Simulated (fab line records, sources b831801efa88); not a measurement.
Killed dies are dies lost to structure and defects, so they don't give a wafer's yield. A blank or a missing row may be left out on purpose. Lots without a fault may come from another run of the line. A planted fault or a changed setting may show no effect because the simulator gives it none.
Which tool did it? | flow sky130 | 13 lots, 39 wafers sampled, at 1 step of a route of 708

WHAT THE GAUGES READ, wafer by wafer
SKY_VT_ADJUST_HVTP_OVL_MEAS_08. Usual: VT_ADJUST_HVTP_OVL -0.9 nm, standard deviation 1.2.
lot  | measured     | on         | VT_ADJUST_HVTP_OVL (nm) | flag
L984 | day 6 20:40  | overlay-02 | -0.8 0.5 -3.0           |
L985 | day 6 22:07  | overlay-01 | -1.2 0.0 -1.9           |
L987 | day 7 12:14  | overlay-02 | -0.4 -0.8 -0.3          |
L988 | day 7 18:34  | overlay-02 | -2.1 -2.3 -1.6          |
L991 | day 8 12:46  | overlay-01 | 2.0 0.7 -0.2            |
L992 | day 8 16:10  | overlay-01 | -1.8 -2.1 -0.2          |
L993 | day 9 00:34  | overlay-02 | -3.1 -2.5 -2.8          |
L995 | day 9 13:29  | overlay-02 | -2.4 -2.5 -0.3          |
L997 | day 10 07:25 | overlay-02 | -2.0 -0.2 -0.7          |
L998 | day 10 13:46 | overlay-01 | -0.6 0.5 0.3            |
L101 | day 11 04:49 | overlay-02 | -3.6 -2.0 -3.8          |
L102 | day 11 08:39 | overlay-02 | 0.3 -1.8 -1.0           |
L104 | day 12 11:22 | overlay-02 | -0.2 -1.8 -2.1          |

WHICH TOOL RAN EACH LOT (tool, then ch and the chambers of the sampled wafers, then the start)
The record holds no process step before these readings.

WHAT THE TOOLS THEMSELVES READ (means of the sampled wafers that have a number; where no wafer has one, the mark that the record gives instead)
The record holds no such reading with a usual standard deviation.

THE ANSWER, worked out from the rows above alone
Rule: a lot is off if the mean of its wafers that have a number lies more than 3 standard deviations from the usual mean. A lot without any number at a reading at which 4 lots or more have one is off too. The other lots that the step has rows for count as sound. The gauges are gone through in route order, then the tools' own readings, and for those a lot's mean is taken as printed above. The first step at which some lot is off is used, and at that step the reading that is off furthest; a lot without a number counts as furthest.
No lot is off at any reading shown: from this, nothing can be told.

WHAT THE SIMULATOR HAD PUT IN
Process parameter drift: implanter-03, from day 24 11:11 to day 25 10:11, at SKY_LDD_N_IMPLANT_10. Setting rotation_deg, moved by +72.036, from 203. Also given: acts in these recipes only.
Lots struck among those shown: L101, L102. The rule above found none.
